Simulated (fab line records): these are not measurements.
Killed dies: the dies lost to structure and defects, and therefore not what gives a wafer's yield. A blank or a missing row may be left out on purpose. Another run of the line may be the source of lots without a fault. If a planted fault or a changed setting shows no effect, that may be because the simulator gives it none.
fab line records + flow sky130
record:
- lots: 6
- wafers: 18
- last_day: 49
route steps=708 shown LI_CONTACT@380 LOCAL_INTERCONNECT@387
lots that met no fault: taken from a fault-free run of the same line
start_h: hours from the record's opening day to when the first of the lot's shown wafers began + wait_h: hours from the lot's prior step to this one + " same as the row above + L1.1+2: several wafers, shown together as one row + - no value, or no start given + * or withheld: withheld + < > ~ a bound
route shown NAME@n: NAME is a module with steps in the file, n the number in the route of the first one + usual: the fault-free wafers' mean and standard deviation + same: alike in all rows + chamber/n: place in a boat + sites: the reading at each site + _std_site: their standard deviation + _edge_site: inner sites' mean taken away from outer sites' mean + radius_mm: how far each site lies from the wafer's centre + mask NAME#n: copy n + behind: tool/chamber where the wafer was last shaped + hold: why the lot went on hold/how many hours it stayed there/how the hold came to an end + device: the transistor (n, p or np) that didn't switch + end of line: the route-end tests of the same wafers + a step with no rows: only its recipe + killed: dies lost to structure and defects at the first sort, not the wafer's yield + map: per-die view of a wafer (x killed, . not killed, _ where there is no die)
set.NAME: setting as actually run; set.NAME@STEP: the setting as run at that earlier step + model.NAME: the simulator's own value behind a step, which no gauge read
lots at selected steps of the route; one table per step, one row per wafer
services: when a tool's chamber went out of use (start_h, in hours from the record's first day, below 0 if earlier), for how many hours, and the reason
== steps ==
step: SKY_LI_CONTACT_PRE_CLEAN_18
recipe:
- gas: Ar
- time_s: 5.6
- bias_v: 358
step: SKY_LI_CONTACT_SPUTTER_19
recipe:
- material: Ti
- target_thk_nm: 20
- chamber_pressure_pa: 5
- power_w: 2500
- substrate_temp_c: 200
- time_s: 106.37
usual:
- cathode_dc_power_W: 2500.0/0.46
- throttle_valve_pct: 30.0/1.2
| lot.wafer | tool           | chamber | start_h | wait_h | cathode_dc_power_W | throttle_valve_pct |
|-----------|----------------|---------|---------|--------|--------------------|--------------------|
| L568.1    | pvd_sputter-03 | -       | 688.52  | 0.0    | 2501.0             | 28.4               |
| L568.5    | "              | -       | "       | "      | 2499.7             | 29.6               |
| L568.6    | "              | -       | "       | "      | 2500.1             | 28.1               |
| L575.3    | pvd_sputter-03 | -       | 750.45  | 0.0    | 2499.2             | 29.7               |
| L575.4    | "              | -       | "       | "      | 2499.7             | 31.4               |
| L575.5    | "              | -       | "       | "      | 2500.4             | 30.0               |
| L576.2    | pvd_sputter-03 | -       | 760.90  | 0.0    | 2500.2             | 31.3               |
| L576.3    | "              | -       | "       | "      | 2500.7             | 30.1               |
| L576.6    | "              | -       | "       | "      | 2499.8             | 31.0               |
| L578.2    | pvd_sputter-04 | -       | 775.36  | 0.0    | 2500.3             | 30.3               |
| L578.4    | "              | -       | "       | "      | 2500.1             | 31.2               |
| L578.5    | "              | -       | "       | "      | 2500.3             | 31.0               |
| L582.3    | pvd_sputter-03 | -       | 806.71  | 0.0    | 2500.5             | 28.5               |
| L582.4    | "              | -       | "       | "      | 2499.5             | 28.2               |
| L582.6    | "              | -       | "       | "      | 2500.0             | 29.8               |
| L584.2    | pvd_sputter-01 | -       | 823.11  | 0.0    | 2500.0             | 32.0               |
| L584.3    | "              | -       | "       | "      | 2499.9             | 28.3               |
| L584.5    | "              | -       | "       | "      | 2499.3             | 31.4               |
step: SKY_LI_CONTACT_SPUTTER_20
recipe:
- material: TiN
- target_thk_nm: 20
- chamber_pressure_pa: 5
- power_w: 4000
- time_s: 80
usual:
- cathode_dc_power_W: 4000.0/0.72
- throttle_valve_pct: 30.0/1.2
| lot.wafer | tool           | chamber | start_h | wait_h | cathode_dc_power_W | throttle_valve_pct |
|-----------|----------------|---------|---------|--------|--------------------|--------------------|
| L568.1    | pvd_sputter-03 | -       | 688.59  | 0.0    | 3999.9             | 28.5               |
| L568.5    | "              | -       | "       | "      | 4000.5             | 29.6               |
| L568.6    | "              | -       | "       | "      | 4000.1             | 28.3               |
| L575.3    | pvd_sputter-03 | -       | 750.53  | 0.0    | 4000.7             | 30.3               |
| L575.4    | "              | -       | "       | "      | 4000.9             | 31.8               |
| L575.5    | "              | -       | "       | "      | 3999.7             | 30.1               |
| L576.2    | pvd_sputter-03 | -       | 760.98  | 0.0    | 4000.7             | 31.5               |
| L576.3    | "              | -       | "       | "      | 4000.2             | 30.2               |
| L576.6    | "              | -       | "       | "      | 4000.6             | 31.4               |
| L578.2    | pvd_sputter-04 | -       | 775.43  | 0.0    | 4000.1             | 30.3               |
| L578.4    | "              | -       | "       | "      | 3999.5             | 30.9               |
| L578.5    | "              | -       | "       | "      | 3998.7             | 31.0               |
| L582.3    | pvd_sputter-03 | -       | 806.79  | 0.0    | 3998.5             | 28.2               |
| L582.4    | "              | -       | "       | "      | 3999.8             | 28.1               |
| L582.6    | "              | -       | "       | "      | 4000.5             | 29.4               |
| L584.2    | pvd_sputter-01 | -       | 823.19  | 0.0    | 3999.7             | 32.0               |
| L584.3    | "              | -       | "       | "      | 3999.4             | 27.9               |
| L584.5    | "              | -       | "       | "      | 3998.5             | 31.1               |
step: SKY_LI_CONTACT_CVD_21
recipe:
- material: W
- target_thk_nm: 400
- time_s: 120.56
- temp_c: 400
- pressure_torr: 40
step: SKY_LI_CONTACT_RS_MEAS_22
recipe:
- thk_meas_gauge: four-point-probe
- reads: W_of_LI_CONTACT_CVD_21+TiN_of_LI_CONTACT_SPUTTER_20+Ti_of_LI_CONTACT_SPUTTER_19
usual:
- LI_CONTACT_W_RS: 0.288/0.0033
| lot.wafer | tool          | chamber | start_h | wait_h | LI_CONTACT_W_RS[ohm/sq] |
|-----------|---------------|---------|---------|--------|-------------------------|
| L568.1    | film_metro-03 | -       | 688.78  | 0.1    | 0.290                   |
| L568.5    | "             | -       | "       | "      | 0.287                   |
| L568.6    | "             | -       | "       | "      | 0.284                   |
| L575.3    | film_metro-01 | -       | 750.75  | 0.1    | 0.287                   |
| L575.4    | "             | -       | "       | "      | 0.290                   |
| L575.5    | "             | -       | "       | "      | 0.289                   |
| L576.2    | film_metro-03 | -       | 761.18  | 0.1    | 0.286                   |
| L576.3    | "             | -       | "       | "      | 0.290                   |
| L576.6    | "             | -       | "       | "      | 0.287                   |
| L578.2    | film_metro-01 | -       | 775.64  | 0.1    | 0.286                   |
| L578.4    | "             | -       | "       | "      | 0.286                   |
| L578.5    | "             | -       | "       | "      | 0.287                   |
| L582.3    | film_metro-03 | -       | 807.02  | 0.1    | 0.293                   |
| L582.4    | "             | -       | "       | "      | 0.289                   |
| L582.6    | "             | -       | "       | "      | 0.292                   |
| L584.2    | film_metro-01 | -       | 823.40  | 0.1    | 0.285                   |
| L584.3    | "             | -       | "       | "      | 0.284                   |
| L584.5    | "             | -       | "       | "      | 0.285                   |
step: SKY_LI_CONTACT_THK_MEAS_23
recipe:
- thk_meas_gauge: xrf
- reads: W_of_LI_CONTACT_CVD_21
usual:
- LI_CONTACT_W_THK: 403/6.7
| lot.wafer | tool          | chamber | start_h | wait_h | LI_CONTACT_W_THK[nm] |
|-----------|---------------|---------|---------|--------|----------------------|
| L568.1    | film_metro-03 | -       | 688.90  | 0.1    | 395                  |
| L568.5    | "             | -       | "       | "      | 400                  |
| L568.6    | "             | -       | "       | "      | 403                  |
| L575.3    | film_metro-01 | -       | 750.85  | 0.1    | 405                  |
| L575.4    | "             | -       | "       | "      | 401                  |
| L575.5    | "             | -       | "       | "      | 405                  |
| L576.2    | film_metro-03 | -       | 761.29  | 0.1    | 407                  |
| L576.3    | "             | -       | "       | "      | 400                  |
| L576.6    | "             | -       | "       | "      | 402                  |
| L578.2    | film_metro-01 | -       | 775.75  | 0.1    | 403                  |
| L578.4    | "             | -       | "       | "      | 405                  |
| L578.5    | "             | -       | "       | "      | 404                  |
| L582.3    | film_metro-03 | -       | 807.12  | 0.1    | 391                  |
| L582.4    | "             | -       | "       | "      | 396                  |
| L582.6    | "             | -       | "       | "      | 394                  |
| L584.2    | film_metro-01 | -       | 823.51  | 0.1    | 412                  |
| L584.3    | "             | -       | "       | "      | 416                  |
| L584.5    | "             | -       | "       | "      | 415                  |
step: SKY_LI_CONTACT_CMP_24
recipe:
- stop_on: PSG
- t_overpolish_s: 20
- down_force_psi: 3.5
- platen_rpm: 60
- target_thk_nm: 0
- pad_velocity_m_s: 0.94248
usual:
- motor_current_A: 10.6/1.1
- overpolish_run_s: 20.000/0.0097
- time_to_endpoint_s: 93/4.7
| lot.wafer | tool   | chamber | start_h | wait_h | motor_current_A | overpolish_run_s | time_to_endpoint_s |
|-----------|--------|---------|---------|--------|-----------------|------------------|--------------------|
| L568.1    | cmp-02 | 1       | 688.96  | 0.1    | 10.2            | 20.000           | 93                 |
| L568.5    | "      | 1       | "       | "      | 10.6            | 20.012           | 95                 |
| L568.6    | "      | 2       | "       | "      | 10.1            | 20.005           | 91                 |
| L575.3    | cmp-02 | 2       | 750.89  | 0.0    | 10.1            | 20.000           | 95                 |
| L575.4    | "      | 3       | "       | "      | 9.4             | 19.991           | 95                 |
| L575.5    | "      | 2       | "       | "      | 9.7             | 20.002           | 92                 |
| L576.2    | cmp-02 | 2       | 761.44  | 0.1    | 9.8             | 20.000           | 97                 |
| L576.3    | "      | 3       | "       | "      | 9.3             | 19.984           | 96                 |
| L576.6    | "      | 1       | "       | "      | 10.0            | 19.995           | 93                 |
| L578.4    | cmp-01 | 1       | 775.85  | 0.1    | 10.1            | 20.014           | 99                 |
| L578.2    | "      | 2       | "       | "      | 12.4            | 20.009           | 98                 |
| L578.5    | "      | 0       | "       | "      | 9.4             | 19.983           | 91                 |
| L582.4    | cmp-02 | 1       | 807.21  | 0.1    | 10.1            | 19.996           | 91                 |
| L582.3    | "      | 2       | "       | "      | 10.3            | 19.996           | 92                 |
| L582.6    | "      | 1       | "       | "      | 10.5            | 20.013           | 93                 |
| L584.3    | cmp-01 | 1       | 823.68  | 0.2    | 10.3            | 19.991           | 95                 |
| L584.2    | "      | 2       | "       | "      | 13.4            | 20.017           | 96                 |
| L584.5    | "      | 3       | "       | "      | 11.4            | 20.001           | 90                 |
step: SKY_LOCAL_INTERCONNECT_SPUTTER_00
recipe:
- material: TiN
- target_thk_nm: 100
- temp_c: 300
- power_w: 6500
- time_s: 83.3
- chamber_pressure_pa: 0.4
usual:
- cathode_dc_power_W: 6500.0/1.2
- throttle_valve_pct: 29.6/1.2
| lot.wafer | tool           | chamber | start_h | wait_h | cathode_dc_power_W | throttle_valve_pct |
|-----------|----------------|---------|---------|--------|--------------------|--------------------|
| L568.1    | pvd_sputter-04 | -       | 689.26  | 0.2    | 6500.3             | 30.6               |
| L568.5    | "              | -       | "       | "      | 6500.6             | 30.9               |
| L568.6    | "              | -       | "       | "      | 6500.3             | 28.6               |
| L575.3    | pvd_sputter-01 | -       | 751.19  | 0.2    | 6499.1             | 28.1               |
| L575.4    | "              | -       | "       | "      | 6499.3             | 29.3               |
| L575.5    | "              | -       | "       | "      | 6502.0             | 28.2               |
| L576.2    | pvd_sputter-04 | -       | 761.64  | 0.1    | 6498.9             | 30.7               |
| L576.3    | "              | -       | "       | "      | 6501.1             | 28.6               |
| L576.6    | "              | -       | "       | "      | 6499.7             | 30.3               |
| L578.2    | pvd_sputter-02 | -       | 776.10  | 0.1    | 6500.6             | 28.2               |
| L578.4    | "              | -       | "       | "      | 6498.7             | 29.3               |
| L578.5    | "              | -       | "       | "      | 6499.7             | 28.1               |
| L582.3    | pvd_sputter-04 | -       | 807.46  | 0.1    | 6500.9             | 30.4               |
| L582.4    | "              | -       | "       | "      | 6502.4             | 28.5               |
| L582.6    | "              | -       | "       | "      | 6500.8             | 30.3               |
| L584.2    | pvd_sputter-02 | -       | 823.88  | 0.1    | 6497.8             | 28.9               |
| L584.3    | "              | -       | "       | "      | 6501.8             | 28.0               |
| L584.5    | "              | -       | "       | "      | 6499.7             | 29.3               |
step: SKY_LOCAL_INTERCONNECT_RS_MEAS_01
recipe:
- thk_meas_gauge: four-point-probe
- reads: TiN_of_LOCAL_INTERCONNECT_SPUTTER_00
usual:
- LOCAL_INTERCONNECT_TIN_RS: 14.19/0.18
| lot.wafer | tool          | chamber | start_h | wait_h | LOCAL_INTERCONNECT_TIN_RS[ohm/sq] |
|-----------|---------------|---------|---------|--------|-----------------------------------|
| L568.1    | film_metro-02 | -       | 689.32  | 0.0    | 14.53                             |
| L568.5    | "             | -       | "       | "      | 14.12                             |
| L568.6    | "             | -       | "       | "      | 14.41                             |
| L575.3    | film_metro-01 | -       | 751.30  | 0.1    | 14.22                             |
| L575.4    | "             | -       | "       | "      | 14.15                             |
| L575.5    | "             | -       | "       | "      | 14.30                             |
| L576.2    | film_metro-04 | -       | 761.73  | 0.1    | 14.19                             |
| L576.3    | "             | -       | "       | "      | 14.18                             |
| L576.6    | "             | -       | "       | "      | 14.25                             |
| L578.2    | film_metro-02 | -       | 776.18  | 0.1    | 14.54                             |
| L578.4    | "             | -       | "       | "      | 14.51                             |
| L578.5    | "             | -       | "       | "      | 14.49                             |
| L582.3    | film_metro-01 | -       | 807.56  | 0.1    | 14.28                             |
| L582.4    | "             | -       | "       | "      | 14.24                             |
| L582.6    | "             | -       | "       | "      | 14.35                             |
| L584.2    | film_metro-01 | -       | 823.96  | 0.1    | 13.90                             |
| L584.3    | "             | -       | "       | "      | 14.14                             |
| L584.5    | "             | -       | "       | "      | 13.82                             |
step: SKY_LOCAL_INTERCONNECT_THK_MEAS_02
recipe:
- thk_meas_gauge: xrf
- reads: TiN_of_LOCAL_INTERCONNECT_SPUTTER_00
usual:
- LOCAL_INTERCONNECT_TIN_THK: 98.6/1.1
| lot.wafer | tool          | chamber | start_h | wait_h | LOCAL_INTERCONNECT_TIN_THK[nm] |
|-----------|---------------|---------|---------|--------|--------------------------------|
| L568.1    | film_metro-02 | -       | 689.44  | 0.1    | 96.5                           |
| L568.5    | "             | -       | "       | "      | 98.7                           |
| L568.6    | "             | -       | "       | "      | 96.9                           |
| L575.3    | film_metro-01 | -       | 751.40  | 0.1    | 98.7                           |
| L575.4    | "             | -       | "       | "      | 99.2                           |
| L575.5    | "             | -       | "       | "      | 98.1                           |
| L576.2    | film_metro-04 | -       | 761.84  | 0.1    | 98.8                           |
| L576.3    | "             | -       | "       | "      | 98.8                           |
| L576.6    | "             | -       | "       | "      | 98.0                           |
| L578.2    | film_metro-02 | -       | 776.29  | 0.1    | 96.5                           |
| L578.4    | "             | -       | "       | "      | 96.2                           |
| L578.5    | "             | -       | "       | "      | 96.5                           |
| L582.3    | film_metro-01 | -       | 807.66  | 0.1    | 98.3                           |
| L582.4    | "             | -       | "       | "      | 99.0                           |
| L582.6    | "             | -       | "       | "      | 98.5                           |
| L584.2    | film_metro-01 | -       | 824.07  | 0.1    | 100.9                          |
| L584.3    | "             | -       | "       | "      | 99.1                           |
| L584.5    | "             | -       | "       | "      | 101.2                          |
step: SKY_LOCAL_INTERCONNECT_DEHYDRATE_03
recipe:
- temp_c: 200
- time_s: 60
step: SKY_LOCAL_INTERCONNECT_HMDS_04
recipe:
- prime_time_s: 60
- prime_temp_c: 120
step: SKY_LOCAL_INTERCONNECT_COAT_05
recipe:
- resist: BARC
- temp_c: withheld
- time_s: withheld
- spin_rpm: 3000
- resist_thk_nm: 60
usual:
- resist_line_temp_C: *
| lot.wafer | tool           | chamber | start_h | wait_h | resist_line_temp_C |
|-----------|----------------|---------|---------|--------|--------------------|
| L568.1    | litho_track-02 | 0       | 703.27  | 0.1    | *                  |
| L568.5    | "              | 0       | "       | "      | *                  |
| L568.6    | "              | 0       | "       | "      | *                  |
| L575.3    | litho_track-03 | 0       | 765.36  | 0.1    | *                  |
| L575.4    | "              | 0       | "       | "      | *                  |
| L575.5    | "              | 0       | "       | "      | *                  |
| L576.2    | litho_track-02 | 0       | 774.80  | 0.1    | *                  |
| L576.3    | "              | 0       | "       | "      | *                  |
| L576.6    | "              | 0       | "       | "      | *                  |
| L578.2    | litho_track-02 | 0       | 788.95  | 0.1    | *                  |
| L578.4    | "              | 0       | "       | "      | *                  |
| L578.5    | "              | 0       | "       | "      | *                  |
| L582.3    | litho_track-03 | 0       | 820.51  | 0.1    | *                  |
| L582.4    | "              | 0       | "       | "      | *                  |
| L582.6    | "              | 0       | "       | "      | *                  |
| L584.2    | litho_track-04 | 0       | 836.70  | 0.1    | *                  |
| L584.3    | "              | 0       | "       | "      | *                  |
| L584.5    | "              | 0       | "       | "      | *                  |
step: SKY_LOCAL_INTERCONNECT_COAT_06
recipe:
- resist: KrF-thick
- spin_rpm: 3000
- resist_thk_nm: 450
step: SKY_LOCAL_INTERCONNECT_SOFTBAKE_07
recipe:
- temp_c: 100
- time_s: 90
- resist: KrF-thick
step: SKY_LOCAL_INTERCONNECT_EXPOSE_08
recipe:
- mask_id: LI1M
- na: 0.8
- source_shape: annular
- sigma_inner: 0.55
- sigma_outer: 0.85
- target_cd_nm: 170
- dose_mj: 28
step: SKY_LOCAL_INTERCONNECT_PEB_09
recipe:
- peb_temp_c: withheld
- peb_time_s: withheld
- resist: KrF-thick
step: SKY_LOCAL_INTERCONNECT_DEVELOP_10
recipe:
- develop_time_s: 60
- resist: KrF-thick
- dev_temp_c: 21
step: SKY_LOCAL_INTERCONNECT_CD_MEAS_11
recipe:
- target_cd_nm: 170
usual:
- cd_nm: 169.9/1.7
| lot.wafer | tool      | chamber | start_h | wait_h | cd_nm |
|-----------|-----------|---------|---------|--------|-------|
| L568.1    | cd_sem-01 | -       | 717.43  | -      | 169.2 |
| L568.5    | "         | -       | "       | "      | 170.6 |
| L568.6    | "         | -       | "       | "      | 169.9 |
| L575.3    | cd_sem-02 | -       | 778.91  | -      | 170.2 |
| L575.4    | "         | -       | "       | "      | 169.7 |
| L575.5    | "         | -       | "       | "      | 170.4 |
| L576.2    | cd_sem-01 | -       | 787.85  | -      | 169.9 |
| L576.3    | "         | -       | "       | "      | 170.1 |
| L576.6    | "         | -       | "       | "      | 172.2 |
| L578.2    | cd_sem-02 | -       | 801.99  | -      | 172.9 |
| L578.4    | "         | -       | "       | "      | 173.1 |
| L578.5    | "         | -       | "       | "      | 170.4 |
| L582.3    | cd_sem-01 | -       | 834.12  | -      | 168.4 |
| L582.4    | "         | -       | "       | "      | 166.0 |
| L582.6    | "         | -       | "       | "      | 167.6 |
| L584.2    | cd_sem-01 | -       | 850.28  | -      | 167.3 |
| L584.3    | "         | -       | "       | "      | 169.5 |
| L584.5    | "         | -       | "       | "      | 168.9 |
step: SKY_LOCAL_INTERCONNECT_OVL_MEAS_12
usual:
- LOCAL_INTERCONNECT_OVL: -1/5.4
| lot.wafer | tool       | chamber | start_h | wait_h | LOCAL_INTERCONNECT_OVL[nm] |
|-----------|------------|---------|---------|--------|----------------------------|
| L568.1    | overlay-02 | -       | 717.55  | 0.1    | 2                          |
| L568.5    | "          | -       | "       | "      | 2                          |
| L568.6    | "          | -       | "       | "      | 5                          |
| L575.3    | overlay-02 | -       | 779.00  | 0.1    | -8                         |
| L575.4    | "          | -       | "       | "      | -5                         |
| L575.5    | "          | -       | "       | "      | -9                         |
| L576.2    | overlay-01 | -       | 787.96  | 0.1    | 2                          |
| L576.3    | "          | -       | "       | "      | -7                         |
| L576.6    | "          | -       | "       | "      | 4                          |
| L578.2    | overlay-01 | -       | 802.10  | 0.1    | -6                         |
| L578.4    | "          | -       | "       | "      | -5                         |
| L578.5    | "          | -       | "       | "      | 2                          |
| L582.3    | overlay-02 | -       | 834.21  | 0.1    | 1                          |
| L582.4    | "          | -       | "       | "      | 2                          |
| L582.6    | "          | -       | "       | "      | 3                          |
| L584.2    | overlay-02 | -       | 850.39  | 0.1    | 5                          |
| L584.3    | "          | -       | "       | "      | -4                         |
| L584.5    | "          | -       | "       | "      | 4                          |
step: SKY_LOCAL_INTERCONNECT_ETCH_13
recipe:
- chemistry: N2/H2
- target: BARC
- ion_energy_ev: 200
- bias_w: 100
- pressure_mtorr: 30
- n2_flow_sccm: 100
- h2_flow_sccm: 200
- icp_w: 500
- stop_on: SiO2
- time_s: 45.9
- target_depth_a: 600
usual:
- drypump_motor_current_A: 5.9/0.44
- h2_flow_sccm: 200.1/0.56
- oes_product_au: 0.854/0.0051
- throttle_valve_pct: 13.224/0.0088
| lot.wafer | tool         | chamber | start_h | wait_h | drypump_motor_current_A | h2_flow_sccm | oes_product_au | rf_hours_counter_h | throttle_valve_pct | model.etch.depth_nm |
|-----------|--------------|---------|---------|--------|-------------------------|--------------|----------------|--------------------|--------------------|---------------------|
| L568.1    | rie_metal-04 | 0       | 717.59  | 0.0    | 6.2                     | 201.2        | 0.858          | 3                  | 13.211             | 59.77               |
| L568.5    | "            | 0       | "       | "      | 6.2                     | 200.3        | 0.850          | -                  | 13.212             | 59.74               |
| L568.6    | "            | 1       | "       | "      | 6.4                     | 200.0        | 0.854          | -                  | 13.216             | 59.79               |
| L575.3    | rie_metal-04 | 0       | 779.05  | 0.0    | 6.2                     | 200.2        | 0.856          | -                  | 13.212             | 59.94               |
| L575.4    | "            | 1       | "       | "      | 6.3                     | 200.6        | 0.852          | -                  | 13.225             | 59.89               |
| L575.5    | "            | 1       | "       | "      | 6.3                     | 201.0        | 0.854          | -                  | 13.228             | 59.78               |
| L576.2    | rie_metal-01 | 1       | 787.99  | 0.0    | 5.1                     | 200.6        | 0.861          | 7                  | 13.237             | 62.02               |
| L576.3    | "            | 1       | "       | "      | 5.1                     | 200.3        | 0.876          | -                  | 13.209             | 61.79               |
| L576.6    | "            | 1       | "       | "      | 5.1                     | 200.3        | 0.870          | -                  | 13.233             | 61.92               |
| L578.2    | rie_metal-01 | 0       | 802.13  | 0.0    | 5.9                     | 200.1        | 0.869          | 14                 | 13.226             | 62.18               |
| L578.4    | "            | 1       | "       | "      | 5.1                     | 199.1        | 0.869          | -                  | 13.229             | 62.19               |
| L578.5    | "            | 0       | "       | "      | 5.9                     | 199.6        | 0.861          | -                  | 13.227             | 61.96               |
| L582.3    | rie_metal-04 | 1       | 834.26  | 0.0    | 6.4                     | 200.2        | 0.843          | -                  | 13.210             | 59.56               |
| L582.4    | "            | 0       | "       | "      | 6.1                     | 199.5        | 0.863          | -                  | 13.228             | 59.4                |
| L582.6    | "            | 0       | "       | "      | 6.2                     | 200.3        | 0.852          | -                  | 13.220             | 59.56               |
| L584.2    | rie_metal-04 | 1       | 850.42  | 0.0    | 6.4                     | 199.7        | 0.859          | 11                 | 13.211             | 60.05               |
| L584.3    | "            | 0       | "       | "      | 6.2                     | 200.5        | 0.851          | -                  | 13.236             | 59.97               |
| L584.5    | "            | 0       | "       | "      | 6.2                     | 200.1        | 0.855          | -                  | 13.234             | 60.07               |
step: SKY_LOCAL_INTERCONNECT_METAL_ETCH_14
recipe:
- target_depth_nm: 110
- stop_on: PSG
- chemistry: Cl2/BCl3
- target: TiN
- resist_sidewall_deg: 88
- pressure_mtorr: 10
- icp_w: 900
- bias_w: 48.5
- Cl2_flow_sccm: 60
- bcl3_flow_sccm: 30
- time_s: 30.26
usual:
- drypump_motor_current_A: 5.9/0.44
- oes_product_au: 0.960/0.0074
- throttle_valve_pct: 21.888/0.01
| lot.wafer | tool         | chamber | start_h | wait_h | drypump_motor_current_A | oes_product_au | rf_hours_counter_h | throttle_valve_pct |
|-----------|--------------|---------|---------|--------|-------------------------|----------------|--------------------|--------------------|
| L568.1    | rie_metal-04 | 0       | 717.65  | 0.0    | 6.1                     | 0.947          | 3                  | 21.900             |
| L568.5    | "            | 0       | "       | "      | 6.1                     | 0.964          | -                  | 21.885             |
| L568.6    | "            | 1       | "       | "      | 6.3                     | 0.953          | -                  | 21.890             |
| L575.3    | rie_metal-04 | 0       | 779.11  | 0.0    | 6.1                     | 0.966          | -                  | 21.895             |
| L575.4    | "            | 1       | "       | "      | 6.3                     | 0.957          | -                  | 21.895             |
| L575.5    | "            | 1       | "       | "      | 6.3                     | 0.950          | -                  | 21.896             |
| L576.2    | rie_metal-01 | 1       | 788.05  | 0.0    | 5.1                     | 0.954          | 7                  | 21.903             |
| L576.3    | "            | 1       | "       | "      | 5.1                     | 0.965          | -                  | 21.888             |
| L576.6    | "            | 1       | "       | "      | 5.1                     | 0.962          | -                  | 21.895             |
| L578.2    | rie_metal-01 | 0       | 802.19  | 0.0    | 5.8                     | 0.946          | 14                 | 21.908             |
| L578.4    | "            | 1       | "       | "      | 5.1                     | 0.955          | -                  | 21.876             |
| L578.5    | "            | 0       | "       | "      | 5.9                     | 0.940          | -                  | 21.887             |
| L582.3    | rie_metal-04 | 1       | 834.32  | 0.0    | 6.4                     | 0.949          | -                  | 21.900             |
| L582.4    | "            | 0       | "       | "      | 6.1                     | 0.959          | -                  | 21.892             |
| L582.6    | "            | 0       | "       | "      | 6.2                     | 0.956          | -                  | 21.882             |
| L584.2    | rie_metal-04 | 1       | 850.48  | 0.0    | 6.3                     | 0.961          | 11                 | 21.888             |
| L584.3    | "            | 0       | "       | "      | 6.1                     | 0.962          | -                  | 21.887             |
| L584.5    | "            | 0       | "       | "      | 6.2                     | 0.981          | -                  | 21.881             |
== services ==
| tool           | chamber | start_h | hours | kind                           |
|----------------|---------|---------|-------|--------------------------------|
| rie_metal-04   | 1       | 667.84  | 4.8   | repair                         |
| pvd_sputter-03 | -       | 677.96  | 0.5   | repair                         |
| cmp-01         | -       | 687.04  | 7.7   | pm                             |
| pvd_sputter-04 | -       | 699.35  | 7.9   | repair                         |
| pvd_sputter-04 | 2       | 707.27  | -     | consumable_replace:kit         |
| pvd_sputter-04 | 2       | 707.27  | 18.0  | scheduled_down                 |
| pvd_sputter-04 | 2       | 707.27  | 18.0  | vent_cycle                     |
| pvd_sputter-01 | -       | 714.41  | 0.7   | repair                         |
| cmp-02         | -       | 744.00  | 4.0   | pm                             |
| cmp-02         | -       | 748.00  | -     | consumable_replace:conditioner |
| cmp-02         | -       | 748.00  | -     | consumable_replace:pad         |
| cmp-01         | -       | 754.60  | 0.4   | repair                         |
| pvd_sputter-02 | -       | 760.52  | 4.8   | repair                         |
| pvd_sputter-01 | -       | 761.43  | 2.8   | repair                         |
| cmp-01         | -       | 761.44  | 1.8   | repair                         |
| cmp-01         | -       | 766.44  | 0.6   | repair                         |
| pvd_sputter-02 | 2       | 786.30  | -     | consumable_replace:kit         |
| pvd_sputter-02 | 2       | 786.30  | 18.0  | scheduled_down                 |
| pvd_sputter-02 | 2       | 786.30  | 18.0  | vent_cycle                     |
| pvd_sputter-01 | -       | 796.74  | 4.7   | repair                         |
| pvd_sputter-03 | 0       | 800.75  | -     | consumable_replace:kit         |
| pvd_sputter-03 | 0       | 800.75  | 18.0  | scheduled_down                 |
| pvd_sputter-03 | 0       | 800.75  | 18.0  | vent_cycle                     |
| rie_metal-01   | -       | 817.47  | 0.8   | repair                         |
== key ==
first_sign:
- step: SKY_LOCAL_INTERCONNECT_ETCH_13
- reading: oes_product_au
- direction: up
- sigmas: 2.6
- usual: 0.854
- struck: 0.867
effect none on later readings
model_effect:
- step: SKY_LOCAL_INTERCONNECT_ETCH_13
- value: etch.depth_nm
- without: 60.03
- struck: 62.01
met_at SKY_LOCAL_INTERCONNECT_COAT_05
struck_wafers L576.2,L576.3,L576.6,L578.2,L578.4,L578.5
tester_left_out L576,L578
onset_between 703.27 774.80
also_fits SKY_LOCAL_INTERCONNECT_ETCH_13:rie_metal-01
fault:
- kind: process_parameter_drift
- tool: litho_track-02
- chamber: -
- onset_h: 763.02
- steps: SKY_LOCAL_INTERCONNECT_COAT_05
- channel: resist_thk_nm
- offset: 1.9805
- shape: step
- end_h: 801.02
- acts_in: these_recipes_only
- stated: 60
tester_left_out: of these lots the tester's yield and bins aren't shown, on N5 and GAA mostly nor the transistor test; their killed dies are dies lost to structure and defects alone, not to doping, threshold or leakage, so they don't give the yield
